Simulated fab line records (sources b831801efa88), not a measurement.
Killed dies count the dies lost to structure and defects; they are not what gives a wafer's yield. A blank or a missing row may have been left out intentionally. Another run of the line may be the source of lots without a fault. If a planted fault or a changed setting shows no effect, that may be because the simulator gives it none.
fab line records	flow sky130
record: lots: 14	wafers: 42	lastDay: 50
route steps=708 shown LDD_HVN@276 LDD_LDN@296 SD_P@328 RES_XHIGH@340 SD_N@353
lots that met no fault: from a run of the same line without faults
startH: hours from the record's first day to the start of the lot's first wafer shown	waitH: how many hours have passed since the lot's step before this one	" repeats the value in the row above	L1.1+2: one row covering several wafers at once	- no value, or no start given	* or withheld: withheld	< > ~ a bound
route shown NAME@n: NAME is a module with steps in the file, n the number in the route of the first one	usual: mean/standard deviation taken from wafers without a fault	same: alike in all rows	chamber/n: place in a boat	sites: readings site by site	_std_site: their standard deviation	_edge_site: inner sites' mean taken away from outer sites' mean	radiusMm: how far each site lies from the wafer's centre	mask NAME#n: copy n	behind: the tool/chamber that last shaped the wafer	hold: why the lot went on hold/how many hours it stayed there/how the hold came to an end	device: names the non-switching transistor (n, p or np)	end of line: the route-end tests of the same wafers	for a step that has no rows: nothing shown but its recipe	killed: dies that structure and defects cost at the first sort, which is not the same as the wafer's yield	map: shows each die of a wafer: x if killed, . if not, _ if none is there
set.NAME: the setting that was run; set.NAME@STEP: the one run at that earlier step	model.NAME: the simulator's own value behind a step, which no gauge read
a sample of lots followed through the steps of the route, with each step as a table and each wafer as a row
services: when a tool's chamber went out of use (startH, in hours from the record's first day, below 0 if earlier), for how many hours, and the reason
== steps ==
step: SKY_LDD_HVN_STRIP_09
recipe: chemistry: O2/N2	powerW: 1400	pressureMtorr: 1500	platenTempC: withheld	o2FlowSccm: 3000	n2FlowSccm: 300	overashFraction: 0.5
usual: chamberPressureMTorr: 1500.0/1.4	drypumpMotorCurrentA: 5.6/0.47	o2FlowSccm: 3001/9.3	oesProductAu: 0.408/0.0045	stripTimeToEndpointS: 4.129/0.02
lot.wafer	tool	chamber	startH	waitH	chamberPressureMTorr	drypumpMotorCurrentA	o2FlowSccm	oesProductAu	rfHoursCounterH	stripTimeToEndpointS
L329.4	plasmaAsher-02	0	453.11	0.1	1498.7	6.3	3009	0.412	-	4.160
L329.5	"	0	"	"	1502.3	6.3	3000	0.406	-	4.129
L329.6	"	1	"	"	1500.4	5.7	2987	0.407	-	4.130
L330.2	plasmaAsher-02	1	470.85	0.1	1500.9	5.7	3000	0.404	67	4.120
L330.4	"	1	"	"	1500.6	5.7	3008	0.411	-	4.102
L330.6	"	0	"	"	1502.2	6.4	3004	0.407	-	4.116
L331.2	plasmaAsher-02	0	475.57	0.1	1500.7	6.3	2987	0.414	68	4.105
L331.3	"	0	"	"	1500.4	6.4	2983	0.406	-	4.104
L331.4	"	1	"	"	1501.0	5.7	3005	0.403	-	4.118
L332.1	plasmaAsher-02	1	483.57	0.1	1497.5	5.7	3008	0.414	69	4.172
L332.2	"	0	"	"	1500.7	6.4	2985	0.423	69	4.168
L332.6	"	0	"	"	1503.4	6.4	3019	0.410	-	4.158
L333.1	plasmaAsher-03	1	503.25	0.1	1500.3	5.7	3005	0.413	7	4.125
L333.3	"	1	"	"	1499.0	5.7	2990	0.419	-	4.101
L333.6	"	1	"	"	1502.1	5.7	3014	0.417	-	4.123
L334.1	plasmaAsher-02	0	514.75	0.1	1497.5	6.3	3010	0.414	72	4.124
L334.3	"	0	"	"	1498.9	6.3	2997	0.409	-	4.107
L334.4	"	1	"	"	1498.1	5.7	3009	0.407	-	4.105
L335.2	plasmaAsher-03	1	517.60	0.1	1498.2	5.7	2996	0.407	8	4.126
L335.3	"	1	"	"	1500.9	5.8	3001	0.407	-	4.122
L335.6	"	1	"	"	1497.1	5.7	2993	0.414	-	4.106
L336.1	plasmaAsher-01	0	532.55	0.1	1499.2	5.0	3028	0.400	42	4.130
L336.2	"	1	"	"	1500.0	5.8	3009	0.409	42	4.119
L336.3	"	1	"	"	1499.3	5.8	3003	0.412	-	4.130
L340.2	plasmaAsher-01	1	559.65	0.1	1499.0	5.8	2998	0.403	45	4.099
L340.3	"	1	"	"	1499.6	5.8	3000	0.400	-	4.124
L340.5	"	0	"	"	1498.8	5.0	2997	0.404	-	4.120
L339.1	plasmaAsher-03	1	562.62	0.1	1500.2	5.7	3005	0.410	13	4.148
L339.5	"	1	"	"	1500.7	5.7	3010	0.411	-	4.143
L339.6	"	0	"	"	1499.6	5.1	3007	0.412	-	4.167
L341.1	plasmaAsher-01	0	572.40	0.1	1500.3	5.0	3015	0.409	46	4.125
L341.4	"	1	"	"	1501.7	5.8	3001	0.412	-	4.129
L341.6	"	0	"	"	1500.2	5.0	3001	0.413	-	4.129
L342.4	plasmaAsher-02	1	586.81	0.1	1499.1	5.7	3008	0.410	-	4.115
L342.5	"	0	"	"	1498.3	6.3	2992	0.403	-	4.122
L342.6	"	1	"	"	1501.0	5.7	3015	0.404	-	4.109
L343.1	plasmaAsher-03	0	590.30	0.1	1500.5	5.1	3001	0.406	16	4.125
L343.3	"	1	"	"	1499.0	5.7	3018	0.406	-	4.129
L343.6	"	1	"	"	1500.0	5.8	3013	0.403	-	4.157
L351.1	plasmaAsher-02	1	668.50	0.1	1500.3	5.7	3000	0.411	87	4.166
L351.5	"	0	"	"	1502.1	6.4	2991	0.409	-	4.171
L351.6	"	1	"	"	1500.8	5.7	2993	0.409	-	4.162
step: SKY_LDD_LDN_OVL_MEAS_07
usual: LDD_LDN_OVL: 1.0/1.4
lot.wafer	tool	chamber	startH	waitH	LDD_LDN_OVL[nm]
L329.4	overlay-01	-	514.28	0.1	1.2
L329.5	"	-	"	"	-0.3
L329.6	"	-	"	"	0.6
L330.2	overlay-02	-	530.53	0.1	0.3
L330.4	"	-	"	"	-0.3
L330.6	"	-	"	"	1.3
L331.2	overlay-01	-	537.22	0.1	1.6
L331.3	"	-	"	"	1.6
L331.4	"	-	"	"	0.0
L332.1	overlay-02	-	543.53	0.1	0.2
L332.2	"	-	"	"	3.0
L332.6	"	-	"	"	0.2
L333.1	overlay-02	-	563.41	0.1	0.8
L333.3	"	-	"	"	2.5
L333.6	"	-	"	"	1.5
L334.1	overlay-02	-	574.01	0.1	0.8
L334.3	"	-	"	"	1.5
L334.4	"	-	"	"	1.6
L335.2	overlay-02	-	576.64	0.1	-0.9
L335.3	"	-	"	"	-0.3
L335.6	"	-	"	"	0.3
L336.1	overlay-01	-	591.91	0.1	0.5
L336.2	"	-	"	"	-1.8
L336.3	"	-	"	"	-0.2
L340.2	overlay-01	-	618.52	0.1	-0.7
L340.3	"	-	"	"	0.3
L340.5	"	-	"	"	-0.6
L339.1	overlay-01	-	621.73	0.1	2.1
L339.5	"	-	"	"	0.8
L339.6	"	-	"	"	1.2
L341.1	overlay-01	-	630.16	0.1	-2.4
L341.4	"	-	"	"	-1.0
L341.6	"	-	"	"	1.1
L342.4	overlay-01	-	643.51	0.1	1.4
L342.5	"	-	"	"	-0.7
L342.6	"	-	"	"	0.4
L343.1	overlay-02	-	647.78	0.1	-0.6
L343.3	"	-	"	"	0.7
L343.6	"	-	"	"	-1.6
L351.1	overlay-01	-	723.68	0.1	2.1
L351.5	"	-	"	"	1.8
L351.6	"	-	"	"	3.8
step: SKY_SD_P_OVL_MEAS_08
usual: SD_P_OVL: -0.4/1.4
lot.wafer	tool	chamber	startH	waitH	SD_P_OVL[nm]
L329.4	overlay-02	-	576.13	0.1	-1.9
L329.5	"	-	"	"	-2.7
L329.6	"	-	"	"	-1.0
L330.2	overlay-02	-	593.34	0.1	-0.6
L330.4	"	-	"	"	-1.1
L330.6	"	-	"	"	1.1
L331.2	overlay-01	-	599.49	0.1	0.3
L331.3	"	-	"	"	0.1
L331.4	"	-	"	"	-1.1
L332.1	overlay-01	-	605.98	0.1	1.2
L332.2	"	-	"	"	-1.1
L332.6	"	-	"	"	-0.8
L333.1	overlay-01	-	626.28	0.1	-0.2
L333.3	"	-	"	"	-0.9
L333.6	"	-	"	"	-0.3
L334.1	overlay-02	-	634.38	0.1	0.5
L334.3	"	-	"	"	-0.1
L334.4	"	-	"	"	-2.0
L335.2	overlay-02	-	638.14	0.1	-2.5
L335.3	"	-	"	"	-0.7
L335.6	"	-	"	"	-0.5
L336.1	overlay-01	-	650.48	0.1	1.8
L336.2	"	-	"	"	1.7
L336.3	"	-	"	"	1.1
L340.2	overlay-02	-	679.09	0.1	-0.8
L340.3	"	-	"	"	-1.1
L340.5	"	-	"	"	-0.8
L339.1	overlay-01	-	683.17	0.1	0.3
L339.5	"	-	"	"	1.1
L339.6	"	-	"	"	1.7
L341.1	overlay-02	-	691.08	0.1	-2.3
L341.4	"	-	"	"	-0.7
L341.6	"	-	"	"	-1.8
L342.4	overlay-02	-	704.28	0.1	1.0
L342.5	"	-	"	"	-0.4
L342.6	"	-	"	"	0.1
L343.1	overlay-02	-	707.08	0.1	0.2
L343.3	"	-	"	"	-1.4
L343.6	"	-	"	"	0.2
L351.1	overlay-01	-	780.51	0.1	-0.5
L351.5	"	-	"	"	-1.7
L351.6	"	-	"	"	-1.8
step: SKY_RES_XHIGH_STRIP_08
recipe: chemistry: O2/N2	powerW: 1400	pressureMtorr: 1500	platenTempC: withheld	o2FlowSccm: 3000	n2FlowSccm: 300	overashFraction: 0.5
usual: chamberPressureMTorr: 1499.9/1.3	drypumpMotorCurrentA: 5.5/0.4	o2FlowSccm: 3001/8.8	oesProductAu: 0.711/0.0046	stripTimeToEndpointS: 14.25/0.046
lot.wafer	tool	chamber	startH	waitH	chamberPressureMTorr	drypumpMotorCurrentA	o2FlowSccm	oesProductAu	rfHoursCounterH	stripTimeToEndpointS
L329.4	plasmaAsher-01	0	606.01	0.1	1499.0	5.0	2988	0.701	-	14.19
L329.5	"	0	"	"	1501.6	5.0	3000	0.707	-	14.24
L329.6	"	1	"	"	1501.0	5.8	3001	0.709	-	14.19
L330.2	plasmaAsher-01	0	621.96	0.1	1498.6	5.0	3005	0.713	51	14.31
L330.4	"	1	"	"	1501.0	5.8	3006	0.710	-	14.34
L330.6	"	0	"	"	1499.8	5.0	2996	0.712	-	14.28
L331.2	plasmaAsher-03	0	628.56	0.1	1501.3	5.1	3000	0.714	19	14.25
L331.3	"	0	"	"	1502.4	5.1	2995	0.717	-	14.21
L331.4	"	1	"	"	1500.1	5.7	3004	0.710	-	14.25
L332.1	plasmaAsher-03	0	634.71	0.1	1499.9	5.1	2991	0.708	20	14.20
L332.2	"	1	"	"	1500.6	5.7	3005	0.704	20	14.21
L332.6	"	1	"	"	1498.9	5.7	3010	0.710	-	14.19
L333.1	plasmaAsher-03	0	655.21	0.1	1498.3	5.1	3020	0.714	21	14.28
L333.3	"	0	"	"	1500.6	5.1	3012	0.707	-	14.24
L333.6	"	0	"	"	1499.9	5.1	3015	0.708	-	14.24
L334.1	plasmaAsher-04	0	663.81	0.1	1500.7	6.0	3000	0.717	95	14.31
L334.3	"	1	"	"	1500.1	5.8	3001	0.715	-	14.31
L334.4	"	0	"	"	1498.4	6.0	3003	0.715	-	14.29
L335.2	plasmaAsher-03	1	666.98	0.1	1498.2	5.7	2987	0.711	22	14.23
L335.3	"	0	"	"	1498.4	5.0	3003	0.708	-	14.18
L335.6	"	1	"	"	1498.7	5.7	2990	0.715	-	14.21
L336.1	plasmaAsher-03	1	680.01	0.1	1499.0	5.7	3008	0.710	24	14.28
L336.2	"	0	"	"	1500.4	5.0	3010	0.713	24	14.31
L336.3	"	0	"	"	1500.7	5.1	3004	0.715	-	14.29
L340.2	plasmaAsher-01	1	707.11	0.1	1500.9	5.8	2990	0.714	60	14.32
L340.3	"	0	"	"	1498.9	5.0	3000	0.712	-	14.33
L340.5	"	1	"	"	1497.0	5.8	3005	0.707	-	14.28
L339.1	plasmaAsher-01	1	711.38	0.1	1499.8	5.8	3006	0.709	60	14.20
L339.5	"	1	"	"	1499.2	5.8	3005	0.718	-	14.22
L339.6	"	0	"	"	1500.3	5.0	3000	0.716	-	14.17
L341.1	plasmaAsher-03	1	719.05	0.1	-	-	-	-	-	-
L341.4	"	1	"	"	-	-	-	-	-	-
L341.6	"	0	"	"	-	-	-	-	-	-
L342.4	plasmaAsher-03	0	732.04	0.1	-	-	-	-	-	-
L342.5	"	0	"	"	-	-	-	-	-	-
L342.6	"	1	"	"	-	-	-	-	-	-
L343.1	plasmaAsher-01	0	734.41	0.1	1500.4	5.0	3011	0.709	63	14.26
L343.3	"	1	"	"	1500.5	5.7	2984	0.715	-	14.25
L343.6	"	1	"	"	1500.9	5.8	3007	0.718	-	14.29
L351.1	plasmaAsher-01	0	807.16	0.1	1499.1	4.9	2999	0.718	70	14.21
L351.5	"	1	"	"	1500.4	5.8	2989	0.710	-	14.26
L351.6	"	0	"	"	1497.8	5.0	3008	0.716	-	14.19
step: SKY_SD_N_STRIP_11
recipe: chemistry: O2/N2	powerW: 1400	pressureMtorr: 1500	platenTempC: withheld	o2FlowSccm: 3000	n2FlowSccm: 300	overashFraction: 0.5
usual: chamberPressureMTorr: 1500.1/1.3	drypumpMotorCurrentA: 5.7/0.44	o2FlowSccm: 3000/8.5	oesProductAu: 0.527/0.0051	stripTimeToEndpointS: 22.55/0.045
lot.wafer	tool	chamber	startH	waitH	chamberPressureMTorr	drypumpMotorCurrentA	o2FlowSccm	oesProductAu	rfHoursCounterH	stripTimeToEndpointS
L329.4	plasmaAsher-01	1	635.17	0.1	1499.2	5.8	2997	0.522	-	22.53
L329.5	"	1	"	"	1500.1	5.8	2987	0.521	-	22.57
L329.6	"	0	"	"	1497.5	5.0	2984	0.526	-	22.56
L330.2	plasmaAsher-01	1	650.52	0.1	1498.9	5.8	2994	0.531	54	22.51
L330.4	"	1	"	"	1501.6	5.8	3001	0.531	-	22.56
L330.6	"	0	"	"	1501.1	5.0	3006	0.526	-	22.54
L331.2	plasmaAsher-04	0	657.49	0.1	1501.1	6.0	2998	0.525	94	22.52
L331.3	"	0	"	"	1500.1	6.0	2995	0.527	-	22.53
L331.4	"	1	"	"	1500.0	5.8	3004	0.526	-	22.48
L332.1	plasmaAsher-01	0	663.47	0.1	1498.5	5.0	2988	0.531	55	22.65
L332.2	"	1	"	"	1500.6	5.7	2991	0.523	55	22.62
L332.6	"	1	"	"	1501.6	5.8	2987	0.524	-	22.59
L333.1	plasmaAsher-02	0	684.33	0.1	1498.0	6.4	3009	0.522	88	22.58
L333.3	"	0	"	"	1501.6	6.3	3003	0.518	-	22.59
L333.6	"	0	"	"	1498.9	6.4	3008	0.526	-	22.53
L334.1	plasmaAsher-02	1	693.14	0.1	1497.5	5.7	3002	0.528	88	22.55
L334.3	"	1	"	"	1502.3	5.7	3003	0.536	-	22.53
L334.4	"	0	"	"	1500.4	6.3	2988	0.525	-	22.55
L335.2	plasmaAsher-04	1	695.99	0.1	1499.3	5.8	3002	0.518	98	22.46
L335.3	"	1	"	"	1499.0	5.8	2989	0.533	-	22.50
L335.6	"	0	"	"	1501.7	6.0	2999	0.529	-	22.47
L336.1	plasmaAsher-02	0	708.89	0.1	1499.7	6.4	2994	0.533	90	22.55
L336.2	"	1	"	"	1500.5	5.7	3019	0.528	90	22.52
L336.3	"	1	"	"	1501.9	5.7	3018	0.530	-	22.55
L340.2	plasmaAsher-01	1	734.09	0.1	1499.5	5.8	3005	0.534	63	22.56
L340.3	"	0	"	"	1502.1	5.0	2994	0.530	-	22.52
L340.5	"	0	"	"	1498.5	5.0	3011	0.519	-	22.54
L339.1	plasmaAsher-02	0	738.42	0.1	1499.7	6.3	3007	0.535	93	22.55
L339.5	"	0	"	"	1501.9	6.4	3006	0.530	-	22.56
L339.6	"	1	"	"	1500.9	5.7	3001	0.526	-	22.63
L341.1	plasmaAsher-02	1	746.79	0.1	1500.2	5.7	2998	0.615	94	39.38
L341.4	"	1	"	"	1497.5	5.6	2996	0.623	-	39.40
L341.6	"	0	"	"	1502.2	6.4	3001	0.622	-	39.34
L342.4	plasmaAsher-02	1	759.62	0.1	1499.3	5.6	2993	0.612	-	39.46
L342.5	"	0	"	"	1500.4	6.3	3003	0.620	-	39.48
L342.6	"	1	"	"	1501.3	5.7	2999	0.611	-	39.51
L343.1	plasmaAsher-04	1	762.37	0.1	1500.1	5.8	2980	0.531	2	22.54
L343.3	"	1	"	"	1501.3	5.8	2995	0.522	-	22.56
L343.6	"	0	"	"	1497.7	6.0	2997	0.525	-	22.52
L351.1	plasmaAsher-01	0	833.68	0.1	1499.0	5.0	2996	0.529	72	22.45
L351.5	"	1	"	"	1500.4	5.7	3002	0.517	-	22.48
L351.6	"	0	"	"	1497.6	5.0	3004	0.523	-	22.44
step: SKY_SD_N_TW_MEAS_12
usual: SD_N_TW: 3945/67
lot.wafer	tool	chamber	startH	waitH	SD_N_TW
L329.4	filmMetro-01	-	635.26	0.1	3850
L329.5	"	-	"	"	3838
L329.6	"	-	"	"	3826
L330.2	filmMetro-02	-	650.63	0.1	3993
L330.4	"	-	"	"	3977
L330.6	"	-	"	"	3966
L331.2	filmMetro-02	-	657.60	0.1	3963
L331.3	"	-	"	"	3965
L331.4	"	-	"	"	3980
L332.1	filmMetro-01	-	663.57	0.1	3880
L332.2	"	-	"	"	3856
L332.6	"	-	"	"	3858
L333.1	filmMetro-02	-	684.43	0.1	3955
L333.3	"	-	"	"	3965
L333.6	"	-	"	"	3972
L334.1	filmMetro-02	-	693.24	0.1	4015
L334.3	"	-	"	"	4005
L334.4	"	-	"	"	4009
L335.2	filmMetro-04	-	696.10	0.1	4019
L335.3	"	-	"	"	4019
L335.6	"	-	"	"	4016
L336.1	filmMetro-01	-	708.99	0.1	3875
L336.2	"	-	"	"	3866
L336.3	"	-	"	"	3857
L340.2	filmMetro-01	-	734.20	0.1	3860
L340.3	"	-	"	"	3864
L340.5	"	-	"	"	3863
L339.1	filmMetro-04	-	738.52	0.1	4014
L339.5	"	-	"	"	4014
L339.6	"	-	"	"	3999
L341.1	filmMetro-01	-	746.89	0.1	29
L341.4	"	-	"	"	29
L341.6	"	-	"	"	29
L342.4	filmMetro-01	-	759.71	0.1	29
L342.5	"	-	"	"	29
L342.6	"	-	"	"	29
L343.1	filmMetro-02	-	762.47	0.1	4000
L343.3	"	-	"	"	3989
L343.6	"	-	"	"	3992
L351.1	filmMetro-04	-	833.78	0.1	4001
L351.5	"	-	"	"	3987
L351.6	"	-	"	"	3995
== services ==
tool	chamber	startH	hours	kind
plasmaAsher-03	0	430.25	-	clean
plasmaAsher-03	1	430.25	-	clean
plasmaAsher-02	-	524.82	5.3	repair
plasmaAsher-03	-	558.52	2.5	repair
plasmaAsher-04	-	576.53	2.8	repair
plasmaAsher-01	-	625.81	5.2	repair
plasmaAsher-03	-	640.19	10.2	repair
plasmaAsher-02	-	671.01	5.6	repair
plasmaAsher-04	-	733.75	9.0	pm
plasmaAsher-04	0	733.75	9.0	ventCycle
plasmaAsher-04	1	733.75	9.0	ventCycle
plasmaAsher-01	-	735.04	12.5	repair
plasmaAsher-04	0	742.75	-	clean
plasmaAsher-04	1	742.75	-	clean
plasmaAsher-04	-	747.99	0.4	repair
plasmaAsher-03	-	759.09	3.2	repair
plasmaAsher-03	-	761.36	3.7	repair
plasmaAsher-04	-	764.22	29.1	pm
plasmaAsher-04	-	793.30	14.6	pm
plasmaAsher-03	-	810.93	2.8	pm
== key ==
firstSign: step: SKY_RES_XHIGH_STRIP_08	reading: toolRecord	direction: missing
effect: step: SKY_SD_N_STRIP_11	reading: stripTimeToEndpointS	direction: up	sigmas: 99+	usual: *	struck: *
effect: step: SKY_SD_N_TW_MEAS_12	reading: SD_N_TW	direction: down	sigmas: 58	usual: 3945	struck: 29
metAt SKY_RES_XHIGH_STRIP_08
struckLots L341,L342
sortLeftOut L341.1,L341.4,L341.6,L342.4,L342.5,L342.6
testerLeftOut L341,L342
notActingAt SKY_LDD_HVN_STRIP_09,SKY_LDD_LDN_OVL_MEAS_07,SKY_SD_P_OVL_MEAS_08
onsetBetween 680.01 719.05
fault: kind: skippedStepWhole	tool: plasmaAsher-03	chamber: -	onsetH: 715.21	steps: SKY_RES_XHIGH_STRIP_08	scope: struckLotsOnly
testerLeftOut: of these lots the tester's yield and bins aren't shown, on N5 and GAA mostly nor the transistor test; their killed dies are dies lost to structure and defects alone, not to doping, threshold or leakage, so they don't give the yield
sortLeftOut: the simulated sort isn't trusted on such a fault, so these wafers' sort isn't shown, and their yield isn't known
